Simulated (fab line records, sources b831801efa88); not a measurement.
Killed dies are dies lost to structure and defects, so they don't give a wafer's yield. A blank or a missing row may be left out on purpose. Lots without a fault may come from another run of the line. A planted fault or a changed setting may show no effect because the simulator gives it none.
fab line records | flow sfq_line
record lots=14 wafers=42 last_day=91
route steps=325 shown I7@297
lots that met no fault: from a run of the same line without faults
start_h: hours from the record's first day to the start of the lot's first wafer shown | wait_h: hours since the lot's step before | " the same as in the row above | L1.1+2: a row that stands for several wafers | - no value, or no start given | * or withheld: withheld | < > ~ a bound
route shown NAME@n: a module of which the file shows steps, and the number in the route of the first | usual: mean/standard deviation of fault-free wafers | same: alike in all rows | chamber/n: place in a boat | sites: the reading at each site | _std_site: their standard deviation | _edge_site: outer sites' mean less inner sites' | radius_mm: how far each site lies from the wafer's centre | mask NAME#n: copy n | behind: the tool/chamber that last shaped the wafer | hold: why the lot was held/for how many hours/how that ended | device: the transistor (n, p or np) that didn't switch | end of line: the same wafers' tests at the end of the route | a step without rows: its recipe alone | killed: dies lost to structure and defects at the first sort, not the wafer's yield | map: a wafer's dies, x killed, . not, _ none there
set.NAME: the setting as run; set.NAME@STEP: as run at that earlier step | model.NAME: the simulator's own value behind a step, which no gauge read
steps of the route over a sample of lots; a table a step, a row a wafer
services: from which hour (start_h, from the record's first day; less than 0 if before it) a tool's chamber was out of use, for how many hours, and why
## steps
# step SFQ_TRILAYER_I7_CMP_CMP_184
# recipe material=SiO2 down_force_psi=3 platen_rpm=60 pad_velocity_m_s=0.94248
# usual motor_current_A=9.9/1.5 retaining_ring_pressure_frac=1.001/0.0051 time_to_endpoint_s=217/6.4
# columns lot.wafer tool chamber start_h wait_h motor_current_A retaining_ring_pressure_frac time_to_endpoint_s
L322.4 cmp-01 2 1904.27 2.4 12.4 1.009 213
L322.3 " 1 1905.77 3.9 9.5 1.000 206
L322.6 " 3 1906.77 4.9 8.7 1.005 219
L323.3 cmp-01 0 1908.27 4.0 8.3 1.007 219
L323.2 " 1 " " 9.8 1.002 221
L323.5 " 3 1909.77 5.5 8.1 1.002 218
L325.2 cmp-01 2 1927.00 2.2 12.5 1.007 210
L325.6 " 3 " " 8.3 1.008 218
L325.5 " 0 " " 8.9 1.001 120
L326.1 cmp-02 3 1927.86 0.7 8.6 1.007 215
L326.4 " 1 1928.86 1.7 10.2 0.990 220
L326.2 " 2 " " 11.5 0.993 221
L327.3 cmp-01 0 1930.10 0.5 9.1 1.004 116
L327.4 " 1 " " 9.8 0.989 213
L327.1 " 2 " " 12.1 0.992 205
L328.2 cmp-02 2 1934.40 0.0 12.6 1.003 220
L328.4 " 0 1935.40 1.0 11.0 0.999 226
L328.5 " 3 1936.90 2.5 8.4 1.006 218
L329.4 cmp-02 1 1942.25 0.7 11.0 1.011 223
L329.6 " 1 1944.25 2.7 10.1 1.003 225
L329.5 " 2 " " 11.8 0.989 232
L336.1 cmp-01 1 2026.48 1.5 9.7 1.004 213
L336.4 " 2 " " 12.5 1.005 211
L336.3 " 3 " " 8.3 1.002 214
L337.3 cmp-02 0 2028.99 1.6 10.7 1.002 205
L337.6 " 0 2030.99 3.6 10.7 1.000 215
L337.5 " 1 " " 10.3 0.994 213
L338.2 cmp-01 3 2029.98 1.4 8.3 0.998 204
L338.1 " 0 " " 9.0 0.993 203
L338.6 " 2 2031.48 2.9 11.5 0.999 206
L339.4 cmp-01 0 2050.01 1.0 8.0 0.995 224
L339.3 " 1 " " 9.0 1.000 215
L339.6 " 2 " " 11.0 1.002 219
L343.2 cmp-01 1 2071.61 0.0 9.6 0.992 209
L343.1 " 3 2072.61 1.0 8.5 1.005 206
L343.6 " 1 2073.61 2.0 9.4 0.999 215
L344.3 cmp-01 1 2082.46 0.0 8.8 1.001 224
L344.1 " 2 " " 12.5 0.999 208
L344.2 " 3 " " 8.7 1.001 228
L345.3 cmp-01 2 2090.16 0.5 11.9 1.004 216
L345.1 " 0 2091.16 1.5 8.4 1.000 212
L345.5 " 2 2092.16 2.5 11.7 1.005 223
## services
# columns tool chamber start_h hours kind
cmp-02 - 1900.07 6.1 pm
cmp-02 - 1907.46 14.4 repair
cmp-02 - 1915.38 0.3 repair
cmp-01 - 1939.81 4.0 pm
cmp-01 - 1942.96 2.2 repair
cmp-01 - 1943.81 - consumable_replace:conditioner
cmp-01 - 1943.81 - consumable_replace:pad
cmp-02 - 1983.09 33.9 repair
cmp-02 - 2017.93 1.6 repair
cmp-01 - 2054.02 11.8 repair
cmp-02 - 2072.20 17.5 pm
## key
first_sign step=SFQ_TRILAYER_I7_CMP_CMP_184 reading=time_to_endpoint_s direction=down sigmas=15 usual=* struck=*
effect none on later readings
met_at SFQ_TRILAYER_I7_CMP_CMP_184
struck_lots L325,L327
struck_wafers L325.5,L327.3
fault kind=process_parameter_drift tool=cmp-01 chamber=0 onset_h=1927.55 steps=SFQ_TRILAYER_I7_CMP_CMP_184 channel=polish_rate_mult offset=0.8 shape=step end_h=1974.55
